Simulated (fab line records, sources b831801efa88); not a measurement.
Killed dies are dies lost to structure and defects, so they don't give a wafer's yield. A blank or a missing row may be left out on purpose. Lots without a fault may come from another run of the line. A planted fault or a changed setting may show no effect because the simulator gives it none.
fab line records | flow sky130
record lots=14 wafers=42 last_day=50
route steps=708 shown CONTACT@421 METAL1@437 VIA1@472
lots that met no fault: from a run of the same line without faults
start_h: hours from the record's first day to the start of the lot's first wafer shown | wait_h: hours since the lot's step before | " the same as in the row above | L1.1+2: a row that stands for several wafers | - no value, or no start given | * or withheld: withheld | < > ~ a bound
route shown NAME@n: a module of which the file shows steps, and the number in the route of the first | usual: mean/standard deviation of fault-free wafers | same: alike in all rows | chamber/n: place in a boat | sites: the reading at each site | _std_site: their standard deviation | _edge_site: outer sites' mean less inner sites' | radius_mm: how far each site lies from the wafer's centre | mask NAME#n: copy n | behind: the tool/chamber that last shaped the wafer | hold: why the lot was held/for how many hours/how that ended | device: the transistor (n, p or np) that didn't switch | end of line: the same wafers' tests at the end of the route | a step without rows: its recipe alone | killed: dies lost to structure and defects at the first sort, not the wafer's yield | map: a wafer's dies, x killed, . not, _ none there
set.NAME: the setting as run; set.NAME@STEP: as run at that earlier step | model.NAME: the simulator's own value behind a step, which no gauge read
steps of the route over a sample of lots; a table a step, a row a wafer
services: from which hour (start_h, from the record's first day; less than 0 if before it) a tool's chamber was out of use, for how many hours, and why
## steps
# step SKY_CONTACT_OVL_MEAS_15
# usual CONTACT_OVL=1/6
# columns lot.wafer tool chamber start_h wait_h CONTACT_OVL[nm]
L838.1 overlay-01 - 741.45 0.1 5
L838.3 " - " " 6
L838.4 " - " " 8
L839.3 overlay-01 - 755.46 0.1 -8
L839.4 " - " " -8
L839.6 " - " " -6
L841.4 overlay-01 - 758.97 0.1 5
L841.5 " - " " 4
L841.6 " - " " -5
L842.4 overlay-02 - 767.22 0.1 1
L842.5 " - " " -2
L842.6 " - " " 3
L844.3 overlay-01 - 791.51 0.1 10
L844.4 " - " " 0
L844.5 " - " " 8
L845.1 overlay-01 - 803.35 0.1 -7
L845.4 " - " " 0
L845.5 " - " " -11
L851.1 overlay-01 - 840.20 0.1 7
L851.2 " - " " 8
L851.4 " - " " 4
L854.3 overlay-02 - 860.82 0.1 1
L854.4 " - " " -1
L854.6 " - " " -3
L855.3 overlay-02 - 868.61 0.1 -8
L855.4 " - " " 1
L855.6 " - " " -2
L856.1 overlay-01 - 871.30 0.1 -9
L856.4 " - " " -3
L856.6 " - " " -2
L858.1 overlay-02 - 888.66 0.1 6
L858.4 " - " " 1
L858.6 " - " " -5
L859.1 overlay-01 - 908.80 0.1 16
L859.3 " - " " 8
L859.6 " - " " 9
L860.2 overlay-01 - 909.81 0.1 -3
L860.5 " - " " 2
L860.6 " - " " 8
L861.2 overlay-01 - 911.06 0.1 -1
L861.3 " - " " 5
L861.5 " - " " -2
# step SKY_CONTACT_CMP_27
# recipe stop_on=SiO2 t_overpolish_s=15 down_force_psi=3.5 platen_rpm=60 target_thk_nm=0 pad_velocity_m_s=0.94248
# usual head_pressure_psi=3.500/0.0079 motor_current_A=10.4/0.75 overpolish_run_s=15.001/0.0093 time_to_endpoint_s=80/6
# columns lot.wafer tool chamber start_h wait_h head_pressure_psi motor_current_A overpolish_run_s time_to_endpoint_s
L838.4 cmp-01 3 742.57 0.0 3.494 11.3 14.993 80
L838.1 " 0 " " 3.493 11.0 15.017 76
L838.3 " 1 " " 3.502 11.1 15.021 81
L839.3 cmp-01 2 756.61 0.1 3.507 9.7 15.006 70
L839.4 " 3 " " 3.508 10.8 14.987 76
L839.6 " 1 " " 3.496 10.8 15.003 78
L841.4 cmp-01 1 760.21 0.2 3.509 11.0 15.008 74
L841.6 " 2 " " 3.510 9.4 15.003 68
L841.5 " 3 " " 3.504 10.9 14.995 76
L842.4 cmp-02 1 768.49 0.2 3.499 10.3 14.993 91
L842.5 " 2 " " 3.480 9.7 15.003 89
L842.6 " 3 " " 3.508 10.5 15.008 87
L844.3 cmp-02 1 792.61 0.0 3.496 10.7 15.014 91
L844.4 " 3 " " 3.496 10.3 15.007 83
L844.5 " 1 " " 3.494 10.7 15.017 87
L845.4 cmp-02 1 804.48 0.0 3.508 11.2 14.991 87
L845.1 " 3 " " 3.498 10.2 14.991 82
L845.5 " 2 " " 3.495 9.9 15.002 83
L851.2 cmp-02 2 841.37 0.1 3.498 10.1 15.002 90
L851.1 " 3 " " 3.501 10.3 15.006 86
L851.4 " 0 " " 3.492 11.6 15.011 82
L854.3 cmp-01 2 861.97 0.1 3.508 9.8 15.001 75
L854.4 " 1 " " 3.500 10.6 15.002 82
L854.6 " 3 " " 3.486 10.1 14.989 80
L855.3 cmp-01 3 869.72 0.0 3.504 10.5 15.000 86
L855.4 " 1 " " 3.508 10.9 14.994 83
L855.6 " 3 " " 3.502 10.8 14.996 87
L856.1 cmp-02 3 872.50 0.1 3.499 9.9 15.000 83
L856.4 " 1 " " 3.506 10.0 14.992 84
L856.6 " 2 " " 3.500 9.1 15.014 85
L858.1 cmp-01 2 890.38 0.6 3.492 9.6 14.994 76
L858.4 " 3 " " 3.495 11.2 15.009 85
L858.6 " 2 " " 3.505 9.8 15.010 78
L859.1 cmp-02 2 910.06 0.1 3.502 9.1 15.008 85
L859.3 " 0 " " 3.507 11.3 14.999 78
L859.6 " 2 " " 3.498 9.4 15.017 85
L860.2 cmp-01 3 911.12 0.1 3.494 10.7 14.992 78
L860.6 " 1 " " 3.496 11.2 15.000 82
L860.5 " 2 " " 3.498 9.7 15.004 74
L861.2 cmp-02 1 912.28 0.0 3.506 10.9 14.982 86
L861.3 " 2 " " 3.492 9.1 15.010 85
L861.5 " 1 " " 3.497 10.7 15.011 87
# step SKY_METAL1_SPUTTER_03
# recipe material=Ti target_thk_nm=5 power_w=3000 time_s=3.3 chamber_pressure_pa=0.4
# usual throttle_valve_pct=30.1/1.2
# columns lot.wafer tool chamber start_h wait_h throttle_valve_pct
L838.1 pvd_sputter-04 - 742.94 0.0 28.9
L838.3 " - " " 29.6
L838.4 " - " " 29.0
L839.3 pvd_sputter-02 - 756.93 0.0 31.0
L839.4 " - " " 28.7
L839.6 " - " " 28.8
L841.4 pvd_sputter-04 - 760.43 0.0 29.3
L841.5 " - " " 28.7
L841.6 " - " " 28.9
L842.4 pvd_sputter-03 - 768.72 0.0 31.6
L842.5 " - " " 30.0
L842.6 " - " " 31.3
L844.3 pvd_sputter-04 - 792.98 0.0 29.4
L844.4 " - " " 31.0
L844.5 " - " " 29.2
L845.1 pvd_sputter-02 - 804.85 0.0 29.5
L845.4 " - " " 31.2
L845.5 " - " " 29.4
L851.1 pvd_sputter-03 - 841.69 0.0 31.0
L851.2 " - " " 31.2
L851.4 " - " " 31.1
L854.3 pvd_sputter-03 - 862.34 0.0 28.6
L854.4 " - " " 31.0
L854.6 " - " " 31.0
L855.3 pvd_sputter-04 - 870.09 0.0 29.0
L855.4 " - " " 28.7
L855.6 " - " " 29.0
L856.1 pvd_sputter-02 - 872.82 0.0 28.8
L856.4 " - " " 32.6
L856.6 " - " " 28.8
L858.1 pvd_sputter-03 - 890.75 0.0 31.0
L858.4 " - " " 31.0
L858.6 " - " " 31.4
L859.1 pvd_sputter-02 - 910.43 0.0 28.6
L859.3 " - " " 29.2
L859.6 " - " " 28.9
L860.2 pvd_sputter-03 - 911.40 0.0 29.7
L860.5 " - " " 30.0
L860.6 " - " " 30.9
L861.2 pvd_sputter-03 - 912.65 0.0 31.0
L861.3 " - " " 29.7
L861.5 " - " " 30.9
# step SKY_VIA1_ETCH_14
# recipe chemistry=N2/H2 target=BARC ion_energy_ev=200 source_w=500 bias_w=100 pressure_mtorr=30 n2_flow_sccm=100 h2_flow_sccm=200 stop_on=SiO2 time_s=45.9 target_depth_a=600
# usual bias_w=100.01/0.28 chamber_pressure_mTorr=29.998/0.027 drypump_motor_current_A=5.6/0.51 oes_product_au=0.856/0.0042 rf_fwd_power_W=494.2/1.8 throttle_valve_pct=13.225/0.0097
# columns lot.wafer tool chamber start_h wait_h bias_w chamber_pressure_mTorr drypump_motor_current_A oes_product_au rf_fwd_power_W rf_hours_counter_h throttle_valve_pct
L838.1 rie_diel-04 2 798.46 0.0 100.23 30.030 5.0 0.858 498.1 15 13.230
L838.3 " 1 " " 100.15 30.017 5.4 0.859 490.1 5 13.233
L838.4 " 3 " " 100.30 29.987 5.3 0.861 492.9 4 13.226
L839.3 rie_diel-04 2 812.19 0.0 100.63 29.976 5.1 0.864 495.4 16 13.235
L839.4 " 1 " " 99.91 29.967 5.4 0.851 494.2 5 13.233
L839.6 " 1 " " 100.09 29.965 5.4 0.862 493.8 - 13.225
L841.4 rie_diel-02 2 815.91 0.0 100.31 30.005 6.4 0.858 493.3 - 13.227
L841.5 " 0 " " 100.28 30.008 5.2 0.869 497.7 - 13.217
L841.6 " 1 " " 99.90 30.033 4.9 0.854 491.8 - 13.218
L842.4 rie_diel-03 0 823.91 0.0 100.41 30.027 5.3 0.846 495.1 - 13.222
L842.5 " 2 " " 100.00 30.034 5.9 0.854 492.2 - 13.231
L842.6 " 3 " " 99.83 29.994 6.4 0.857 495.3 - 13.221
L844.3 rie_diel-04 2 848.16 0.0 - - - - - - -
L844.4 " 1 " " - - - - - - -
L844.5 " 3 " " - - - - - - -
L845.1 rie_diel-04 2 860.15 0.0 - - - - - - -
L845.4 " 1 " " - - - - - - -
L845.5 " 3 " " - - - - - - -
L851.1 rie_diel-03 0 895.09 0.0 99.72 29.988 5.2 0.851 494.9 22 13.221
L851.2 " 3 " " 100.52 29.998 6.4 0.858 494.1 5 13.224
L851.4 " 1 " " 100.30 30.003 6.0 0.855 494.0 2 13.219
L854.3 rie_diel-03 2 915.16 0.0 99.98 29.945 5.9 0.853 494.9 9 13.224
L854.4 " 1 " " 99.23 29.998 6.1 0.852 494.8 2 13.239
L854.6 " 3 " " 100.16 29.994 6.4 0.851 496.0 - 13.233
L855.3 rie_diel-04 0 924.04 0.0 100.32 30.014 5.7 0.855 491.9 22 13.231
L855.4 " 3 " " 99.37 30.035 5.3 0.855 491.6 - 13.238
L855.6 " 0 " " 100.54 29.982 5.7 0.850 493.4 - 13.232
L856.1 rie_diel-02 1 924.74 0.0 100.39 30.020 4.9 0.854 493.3 18 13.226
L856.4 " 1 " " 100.56 30.010 4.9 0.861 493.7 - 13.227
L856.6 " 0 " " 99.79 30.038 5.2 0.853 496.8 - 13.223
L858.1 rie_diel-03 0 942.25 0.0 100.10 29.980 5.3 0.860 494.3 24 13.227
L858.4 " 3 " " 100.30 30.025 6.4 0.855 494.6 7 13.221
L858.6 " 0 " " 100.35 30.000 5.2 0.855 493.0 - 13.227
L859.1 rie_diel-04 2 960.76 0.0 100.06 30.042 5.1 0.857 494.0 20 13.228
L859.3 " 3 " " 99.94 30.025 5.3 0.859 494.0 9 13.226
L859.6 " 1 " " 99.63 30.014 5.4 0.854 492.0 - 13.220
L860.2 rie_diel-04 1 962.14 0.0 99.84 30.034 5.4 0.854 491.0 9 13.229
L860.5 " 2 " " 99.82 29.979 5.0 0.866 494.2 - 13.230
L860.6 " 1 " " 100.18 29.986 5.4 0.850 491.4 - 13.229
L861.2 rie_diel-02 2 962.80 0.0 100.06 30.016 6.4 0.856 494.1 18 13.228
L861.3 " 0 " " 100.03 29.965 5.2 0.850 492.5 3 13.230
L861.5 " 2 " " 99.41 29.991 6.4 0.856 497.1 - 13.230
# step SKY_VIA1_ETCH_15
# recipe target=SiO2 chemistry=C4F8/O2/Ar target_depth_nm=351 stop_on=TiN mask_material=KrF-thick source_w=1500 bias_w=1200 pressure_mtorr=40 c4f8_flow_sccm=withheld O2_flow_sccm=6 Ar_flow_sccm=300 time_s=54
# usual bias_w=1200/4.2 chamber_pressure_mTorr=40.00/0.04 oes_product_au=0.978/0.0073 rf_fwd_power_W=1484/5.4
# columns lot.wafer tool chamber start_h wait_h bias_w chamber_pressure_mTorr oes_product_au rf_fwd_power_W rf_hours_counter_h
L838.1 rie_diel-04 2 798.50 0.0 1206 40.00 0.970 1485 15
L838.3 " 1 " " 1200 39.99 0.994 1480 5
L838.4 " 3 " " 1198 40.01 0.969 1484 4
L839.3 rie_diel-04 2 812.23 0.0 1199 40.01 0.983 1494 16
L839.4 " 1 " " 1203 40.04 0.984 1485 5
L839.6 " 1 " " 1201 39.92 0.983 1480 -
L841.4 rie_diel-02 2 815.95 0.0 1207 40.10 0.985 1479 -
L841.5 " 0 " " 1198 40.06 0.989 1488 -
L841.6 " 1 " " 1203 40.00 0.974 1471 -
L842.4 rie_diel-03 0 823.95 0.0 1201 39.98 0.978 1486 -
L842.5 " 2 " " 1195 40.04 0.973 1485 -
L842.6 " 3 " " 1196 40.00 0.975 1482 -
L844.3 rie_diel-04 2 848.20 0.0 1198 39.97 0.382 1490 16
L844.4 " 1 " " 1198 40.02 0.374 1481 7
L844.5 " 3 " " 1201 39.99 0.375 1486 -
L845.1 rie_diel-04 2 860.19 0.0 1195 40.04 0.380 1498 17
L845.4 " 1 " " 1202 40.10 0.378 1479 7
L845.5 " 3 " " 1202 39.99 0.381 1483 -
L851.1 rie_diel-03 0 895.13 0.0 1206 39.95 0.977 1482 22
L851.2 " 3 " " 1204 40.02 0.984 1488 5
L851.4 " 1 " " 1204 39.97 0.969 1494 2
L854.3 rie_diel-03 2 915.20 0.0 1195 40.00 0.980 1483 9
L854.4 " 1 " " 1201 40.04 0.974 1483 2
L854.6 " 3 " " 1203 40.04 0.976 1487 -
L855.3 rie_diel-04 0 924.08 0.0 1201 39.94 0.978 1477 22
L855.4 " 3 " " 1205 39.98 0.971 1482 -
L855.6 " 0 " " 1202 40.03 0.982 1483 -
L856.1 rie_diel-02 1 924.78 0.0 1195 40.05 0.959 1478 18
L856.4 " 1 " " 1192 39.98 0.970 1482 -
L856.6 " 0 " " 1201 40.01 0.981 1494 -
L858.1 rie_diel-03 0 942.29 0.0 1192 40.05 0.984 1491 24
L858.4 " 3 " " 1198 40.00 0.979 1488 7
L858.6 " 0 " " 1198 40.00 0.977 1490 -
L859.1 rie_diel-04 2 960.80 0.0 1201 39.96 0.981 1491 20
L859.3 " 3 " " 1198 39.96 0.967 1478 9
L859.6 " 1 " " 1199 39.93 0.983 1479 -
L860.2 rie_diel-04 1 962.18 0.0 1205 40.01 0.986 1484 9
L860.5 " 2 " " 1203 40.03 0.976 1489 -
L860.6 " 1 " " 1198 39.94 0.982 1482 -
L861.2 rie_diel-02 2 962.84 0.0 1195 39.99 0.975 1478 18
L861.3 " 0 " " 1196 39.96 0.978 1486 3
L861.5 " 2 " " 1198 39.95 0.981 1487 -
# step SKY_VIA1_STRIP_16
# recipe chemistry=O2/N2 power_w=1400 pressure_mtorr=1500 platen_temp_c=withheld o2_flow_sccm=3000 n2_flow_sccm=300 overash_fraction=0.5
# usual drypump_motor_current_A=5.8/0.35 oes_product_au=0.416/0.005 strip_time_to_endpoint_s=4.474/0.027
# columns lot.wafer tool chamber start_h wait_h drypump_motor_current_A oes_product_au rf_hours_counter_h strip_time_to_endpoint_s
L838.1 plasma_asher-02 1 798.55 0.0 5.7 0.415 101 4.472
L838.3 " 1 " " 5.7 0.412 - 4.425
L838.4 " 0 " " 6.0 0.407 - 4.488
L839.3 plasma_asher-01 0 812.31 0.1 6.2 0.419 - 4.458
L839.4 " 1 " " 5.9 0.401 - 4.455
L839.6 " 1 " " 5.9 0.414 - 4.470
L841.4 plasma_asher-04 1 816.01 0.0 5.1 0.419 - 4.483
L841.5 " 0 " " 5.6 0.412 - 4.513
L841.6 " 1 " " 5.1 0.420 - 4.541
L842.4 plasma_asher-04 0 824.01 0.0 5.6 0.418 - 4.455
L842.5 " 1 " " 5.1 0.416 - 4.448
L842.6 " 0 " " 5.6 0.413 - 4.474
L844.3 plasma_asher-04 1 848.28 0.1 5.1 0.433 - 4.880
L844.4 " 0 " " 5.5 0.439 - 4.868
L844.5 " 0 " " 5.5 0.435 - 4.922
L845.1 plasma_asher-04 0 860.23 0.0 5.5 0.434 12 4.924
L845.4 " 0 " " 5.6 0.439 - 4.889
L845.5 " 1 " " 5.1 0.439 - 4.911
L851.1 plasma_asher-02 1 895.17 0.0 5.7 0.417 111 4.481
L851.2 " 0 " " 6.0 0.413 111 4.488
L851.4 " 0 " " 6.0 0.413 - 4.537
L854.3 plasma_asher-02 0 915.28 0.1 6.0 0.423 - 4.474
L854.4 " 1 " " 5.7 0.416 - 4.517
L854.6 " 0 " " 6.0 0.415 - 4.475
L855.3 plasma_asher-01 0 924.16 0.1 6.2 0.422 - 4.504
L855.4 " 1 " " 5.9 0.409 - 4.483
L855.6 " 1 " " 5.9 0.419 - 4.473
L856.1 plasma_asher-01 1 924.83 0.0 5.8 0.422 49 4.506
L856.4 " 0 " " 6.3 0.415 - 4.488
L856.6 " 1 " " 5.9 0.419 - 4.458
L858.1 plasma_asher-02 0 942.34 0.0 6.0 0.411 116 4.449
L858.4 " 1 " " 5.7 0.420 - 4.475
L858.6 " 1 " " 5.7 0.419 - 4.475
L859.1 plasma_asher-04 0 960.85 0.0 5.6 0.419 20 4.492
L859.3 " 1 " " 5.1 0.422 - 4.522
L859.6 " 0 " " 5.6 0.408 - 4.442
L860.2 plasma_asher-04 0 962.23 0.0 5.6 0.414 20 4.440
L860.5 " 1 " " 5.1 0.415 - 4.459
L860.6 " 0 " " 5.6 0.408 - 4.417
L861.2 plasma_asher-04 1 962.89 0.0 5.1 0.421 20 4.468
L861.3 " 1 " " 5.2 0.412 - 4.464
L861.5 " 0 " " 5.6 0.416 - 4.482
## services
# columns tool chamber start_h hours kind
cmp-01 - 722.84 5.5 pm
cmp-02 - 728.62 5.1 repair
plasma_asher-04 - 733.75 9.0 pm
rie_diel-03 - 733.75 0.5 repair
rie_diel-04 - 737.98 2.8 pm
cmp-02 - 744.00 4.0 pm
cmp-02 - 754.48 8.9 pm
rie_diel-03 0 762.47 4.5 repair
cmp-02 - 764.97 1.2 repair
plasma_asher-04 - 799.18 5.8 repair
cmp-01 - 801.83 9.2 pm
rie_diel-04 - 814.09 2.4 repair
rie_diel-03 - 814.75 2.0 repair
rie_diel-04 2 824.43 4.9 repair
cmp-01 - 854.20 1.3 repair
rie_diel-03 0 872.27 21.1 repair
cmp-02 - 883.33 2.3 repair
cmp-02 - 885.61 5.8 pm
cmp-02 - 897.45 2.5 repair
rie_diel-03 1 897.48 14.5 repair
plasma_asher-04 - 902.35 28.1 pm
cmp-02 - 903.28 4.3 repair
rie_diel-04 1 908.04 21.6 repair
rie_diel-04 1 952.84 4.3 repair
## key
first_sign step=SKY_VIA1_ETCH_14 reading=tool_record direction=missing
effect step=SKY_VIA1_ETCH_15 reading=oes_product_au direction=down sigmas=82 usual=0.978 struck=0.378
effect step=SKY_VIA1_STRIP_16 reading=strip_time_to_endpoint_s direction=up sigmas=16 usual=* struck=*
met_at SKY_VIA1_ETCH_14
struck_lots L844,L845
later_rows_left_out L844.3,L844.4,L844.5,L845.1,L845.4,L845.5
sort_left_out L844.3,L844.4,L844.5,L845.1,L845.4,L845.5
not_acting_at SKY_CONTACT_OVL_MEAS_15,SKY_CONTACT_CMP_27,SKY_METAL1_SPUTTER_03
onset_between 812.19 848.16
fault kind=skipped_step_whole tool=rie_diel-04 chamber=- onset_h=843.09 steps=SKY_VIA1_ETCH_14 scope=struck_lots_only
# sort_left_out: the simulated sort isn't trusted on such a fault, so these wafers' sort isn't shown, and their yield isn't known
# later_rows_left_out: the simulator's readings of these wafers behind a module that went badly wrong aren't trusted and aren't shown, but for the sort
